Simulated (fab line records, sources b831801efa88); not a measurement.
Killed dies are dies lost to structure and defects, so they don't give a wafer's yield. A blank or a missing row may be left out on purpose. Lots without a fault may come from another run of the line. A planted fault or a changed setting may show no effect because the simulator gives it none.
Which tool did it? | flow gf180mcu | 24 lots, 72 wafers sampled, at 3 steps of a route of 602

WHAT THE GAUGES READ, wafer by wafer
GF_CONTACT_THK_MEAS_01.
lot  | measured     | on            | CONTACT_CVD_00_THK (nm)
L074 | day 15 01:24 | film_metro-01 | 299 301 298
L075 | day 15 09:59 | film_metro-03 | 297 296 300
L076 | day 15 17:56 | film_metro-04 | 303 302 303
L077 | day 16 03:07 | film_metro-01 | 302 300 299
L078 | day 16 16:56 | film_metro-03 | 293 297 297
L079 | day 17 04:12 | film_metro-01 | 302 301 305
L080 | day 17 15:11 | film_metro-03 | 304 302 298
L081 | day 17 19:44 | film_metro-03 | 300 298 298
L082 | day 18 00:29 | film_metro-01 | 303 300 299
L083 | day 18 12:11 | film_metro-03 | 296 302 298
L084 | day 18 20:41 | film_metro-03 | 300 304 299
L085 | day 19 04:35 | film_metro-01 | 298 296 297
L086 | day 19 11:13 | film_metro-04 | 298 302 300
L087 | day 19 21:11 | film_metro-01 | 302 298 300
L088 | day 20 04:59 | film_metro-01 | 299 303 299
L089 | day 20 12:49 | film_metro-01 | 301 302 302
L090 | day 20 20:35 | film_metro-01 | 301 306 299
L091 | day 21 08:18 | film_metro-04 | 304 302 304
L092 | day 21 17:22 | film_metro-04 | 303 303 300
L093 | day 21 22:41 | film_metro-01 | 296 302 305
L094 | day 22 04:56 | film_metro-03 | 300 301 297
L095 | day 22 13:11 | film_metro-04 | 297 299 295
L096 | day 22 19:34 | film_metro-01 | 309 306 304
L097 | day 23 15:04 | film_metro-04 | 305 306 304

GF_V2_CD_MEAS_14: target cd 260 nm.
lot  | measured     | on        | cd_nm (nm)
L074 | day 20 01:02 | cd_sem-02 | 260.6 260.3 260.1
L075 | day 20 15:35 | cd_sem-01 | 259.3 260.7 260.0
L076 | day 20 21:00 | cd_sem-01 | 260.9 260.9 259.8
L077 | day 21 06:24 | cd_sem-01 | 261.1 260.9 259.7
L078 | day 21 19:32 | cd_sem-01 | 260.1 260.6 259.0
L079 | day 22 08:53 | cd_sem-02 | 259.5 259.5 259.0
L080 | day 22 19:42 | cd_sem-01 | 259.1 260.0 259.8
L081 | day 23 02:32 | cd_sem-01 | 259.5 260.2 259.6
L082 | day 23 04:36 | cd_sem-01 | 259.1 258.8 259.1
L083 | day 23 16:16 | cd_sem-01 | 260.4 259.2 260.3
L084 | day 24 00:49 | cd_sem-01 | 260.9 261.1 261.6
L085 | day 24 08:06 | cd_sem-01 | 258.6 259.4 258.3
L086 | day 24 15:03 | cd_sem-01 | 261.9 261.2 260.8
L087 | day 24 23:29 | cd_sem-02 | 257.3 259.3 259.6
L088 | day 25 05:42 | cd_sem-01 | 259.1 259.8 258.1
L089 | day 25 13:35 | cd_sem-01 | 263.8 262.8 262.0
L090 | day 25 20:21 | cd_sem-02 | 257.3 256.7 258.0
L091 | day 26 05:49 | cd_sem-01 | 261.0 260.4 260.2
L092 | day 26 14:36 | cd_sem-02 | 259.0 260.1 259.2
L093 | day 26 19:21 | cd_sem-01 | 261.9 260.5 260.3
L094 | day 26 23:05 | cd_sem-02 | 261.4 261.2 259.9
L095 | day 27 05:36 | cd_sem-01 | 260.0 261.6 261.0
L096 | day 27 15:13 | cd_sem-02 | 258.7 259.0 258.0
L097 | day 28 06:11 | cd_sem-02 | 260.1 258.3 258.7

WHICH TOOL RAN EACH LOT (tool, then ch and the chambers of the sampled wafers, then the start)
lot  | GF_V1_ETCH_17
L074 | rie_diel-02 ch 0,3, day 20 01:02 or earlier
L075 | rie_diel-02 ch 0,1, day 20 15:35 or earlier
L076 | rie_diel-04 ch 0,3, day 20 21:00 or earlier
L077 | rie_diel-02 ch 1,3, day 21 06:24 or earlier
L078 | rie_diel-03 ch 2,3, day 21 19:32 or earlier
L079 | rie_diel-02 ch 1,3, day 22 08:53 or earlier
L080 | rie_diel-02 ch 1,2,3, day 22 19:42 or earlier
L081 | rie_diel-04 ch 1,2,3, day 23 02:32 or earlier
L082 | rie_diel-04 ch 0,2,3, day 23 04:36 or earlier
L083 | rie_diel-02 ch 0,2, day 23 16:16 or earlier
L084 | rie_diel-04 ch 0,1, day 24 00:49 or earlier
L085 | rie_diel-02 ch 0,1, day 24 08:06 or earlier
L086 | rie_diel-04 ch 0,2, day 24 15:03 or earlier
L087 | rie_diel-03 ch 1,2,3, day 24 23:29 or earlier
L088 | rie_diel-02 ch 0,1,3, day 25 05:42 or earlier
L089 | rie_diel-04 ch 0,1,2, day 25 13:35 or earlier
L090 | rie_diel-04 ch 1,2,3, day 25 20:21 or earlier
L091 | rie_diel-02 ch 1,2,3, day 26 05:49 or earlier
L092 | rie_diel-04 ch 0,1, day 26 14:36 or earlier
L093 | rie_diel-03 ch 0,3, day 26 19:21 or earlier
L094 | rie_diel-03 ch 0,1,3, day 26 23:05 or earlier
L095 | rie_diel-02 ch 0,1,3, day 27 05:36 or earlier
L096 | rie_diel-02 ch 0,2,3, day 27 15:13 or earlier
L097 | rie_diel-04 ch 1,3, day 28 06:11 or earlier
- GF_V1_ETCH_17: etches SiO2 in C4F8/O2/Ar, stops on TiN, target depth 630 nm.

WHAT THE TOOLS THEMSELVES READ (means of the sampled wafers that have a number; where no wafer has one, the mark that the record gives instead)
GF_V1_ETCH_17.
lot  | tool        | chamber_pressure_mTorr (mTorr) | oes_product_au (a.u.)
L074 | rie_diel-02 | 40.00                          | 0.854
L075 | rie_diel-02 | 39.99                          | 0.857
L076 | rie_diel-04 | 40.01                          | 0.861
L077 | rie_diel-02 | 40.01                          | 0.854
L078 | rie_diel-03 | 40.01                          | 0.858
L079 | rie_diel-02 | 40.01                          | 0.856
L080 | rie_diel-02 | 39.99                          | 0.854
L081 | rie_diel-04 | 40.00                          | 0.860
L082 | rie_diel-04 | 40.03                          | 0.854
L083 | rie_diel-02 | 39.99                          | 0.853
L084 | rie_diel-04 | 40.01                          | 0.851
L085 | rie_diel-02 | 40.02                          | 0.855
L086 | rie_diel-04 | 39.98                          | 0.853
L087 | rie_diel-03 | 39.97                          | 0.857
L088 | rie_diel-02 | 39.98                          | 0.855
L089 | rie_diel-04 | 40.01                          | 0.854
L090 | rie_diel-04 | 39.97                          | 0.851
L091 | rie_diel-02 | 40.01                          | 0.856
L092 | rie_diel-04 | 39.99                          | 0.855
L093 | rie_diel-03 | 40.02                          | 0.855
L094 | rie_diel-03 | 39.99                          | 0.861
L095 | rie_diel-02 | 40.01                          | 0.853
L096 | rie_diel-02 | 39.99                          | 0.853
L097 | rie_diel-04 | 40.01                          | 0.851

THE ANSWER, worked out from the rows above alone
Rule: what is usual is taken from the lots themselves. Put in order of their means at a reading, lots are off if they are a third of the lots or fewer, leave a main group of 4 or more, and stand apart from it by a gap of 3 or more times the standard deviation of the main group's means; of several such gaps the widest counts. A main group whose means are all the same, to the digits that the tables above print for the reading, isn't used. A lot without any number at a reading at which 4 lots or more have one is off too. The other lots that the step has rows for count as sound. The gauges are gone through in route order, then the tools' own readings, and for those a lot's mean is taken as printed above. The first step at which some lot is off is used, and at that step the reading that is off furthest; a lot without a number counts as furthest.
No lot is off at any reading shown: from this, nothing can be told.

WHAT THE SIMULATOR HAD PUT IN
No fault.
